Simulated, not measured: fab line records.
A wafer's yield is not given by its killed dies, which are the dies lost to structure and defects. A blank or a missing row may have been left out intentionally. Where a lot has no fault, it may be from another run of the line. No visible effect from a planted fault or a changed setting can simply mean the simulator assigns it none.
Split-lot experiment -- flow gf180mcu -- 5 lots, 23 wafers read, on a route of 602 steps

## ABOUT THE SPLIT
At GF_M1_PEB_12 (peb time 90 s), the setting pebTimeS was moved away from the recipe's 90 s on 6 of the 23 wafers read, by -12.9% to +9.5%. All remaining wafers had this setting at the recipe value.

## FROM SPLIT TO READING: 1 step shown by the file between the two
- GF_M1_DEVELOP_13: develop time 60 s

## THE READING
cdNm (nm) at GF_M1_CD_MEAS_14, where the cd target is 230 nm. A value of 230.1 nm with a standard deviation of 1.1 nm is what fault-free wafers of this fab line usually give.

wafer,"tool, chamber at the split","pebTimeS as run, s",against the recipe,"cdNm, nm",against lot-mates on the recipe
L074.1,"lithoTrack-01, 0",90,recipe,230.8,-
L074.2,"lithoTrack-01, 0",90,recipe,231.0,-
L074.3,"lithoTrack-01, 0",90,recipe,230.6,-
L074.4,"lithoTrack-01, 0",90,recipe,230.7,-
L074.5,"lithoTrack-01, 0",90,recipe,230.2,-
L077.1,"lithoTrack-03, 0",90,recipe,228.7,-
L077.2,"lithoTrack-03, 0",90,recipe,229.7,-
L077.4,"lithoTrack-03, 0",90,recipe,229.1,-
L077.5,"lithoTrack-03, 0",90,recipe,230.3,-
L077.6,"lithoTrack-03, 0",90,recipe,230.6,-
L081.1,"lithoTrack-01, 0",90,recipe,230.5,-
L081.2,"lithoTrack-01, 0",78.36,-12.9%,232.7,+2.5
L081.3,"lithoTrack-01, 0",90,recipe,229.9,-
L081.5,"lithoTrack-01, 0",78.36,-12.9%,233.5,+3.3
L081.6,"lithoTrack-01, 0",78.36,-12.9%,233.7,+3.5
L082.2,"lithoTrack-03, 0",90,recipe,229.3,-
L082.3,"lithoTrack-03, 0",90,recipe,229.9,-
L082.5,"lithoTrack-03, 0",90,recipe,229.4,-
L084.1,"lithoTrack-01, 0",90,recipe,229.2,-
L084.2,"lithoTrack-01, 0",98.51,+9.5%,227.1,-2.2
L084.3,"lithoTrack-01, 0",98.51,+9.5%,227.7,-1.6
L084.4,"lithoTrack-01, 0",98.51,+9.5%,227.3,-2.0
L084.5,"lithoTrack-01, 0",90,recipe,229.4,-

FIT RESULTS
A straight line over all 23 wafers: cdNm changes by -0.264 nm for each +1% of pebTimeS; r = -0.93; the points scatter about the line by 0.63 nm.
The same after taking each lot's own level away (the mean of its wafers on the recipe; 23 wafers): -0.227 nm for each +1%; r = -0.95; scatter 0.45 nm.
Per that fit: largest pebTimeS move, reading shift of 2.9 nm.
From 229.30 to 230.66 nm: that is the span of the lots' own levels, equal to 1.2 times the standard deviation above.
So the slope is not independent of the lot-to-lot level: the two fits are not the same.
Check: +3.14 nm against its lot-mates is what the line predicts for one of the wafers moved furthest among these (-12.9%) when that wafer is left out of the fit. It came out at +2.5 nm against them.

## THESE WAFERS: OTHER SPLITS
Other splits were also applied to these wafers ahead of the reading. Each is held against what the fit with the lots' levels taken away leaves over:
other split on the same wafers,wafers away from the commonest value,r with cdNm (lot level and that fit taken away)
GF_PSD_COAT_02 resistThkNm,8,-0.26
GF_PSD_STRIP_10 o2FlowSccm,8,-0.01
GF_SAB_CVD_00 timeS,4,+0.07
GF_SAB_ETCH_11 sourceW,8,-0.10
GF_CONTACT_CMP_04 leaveAboveRefNm,4,-0.45
GF_CONTACT_PEB_12 pebTempC,10,+0.33
GF_M1_SPUTTER_03 powerW,7,+0.06

## THE FILE'S OWN FIT
cdNm changes by -0.229 nm for each +1% of pebTimeS, r = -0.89.
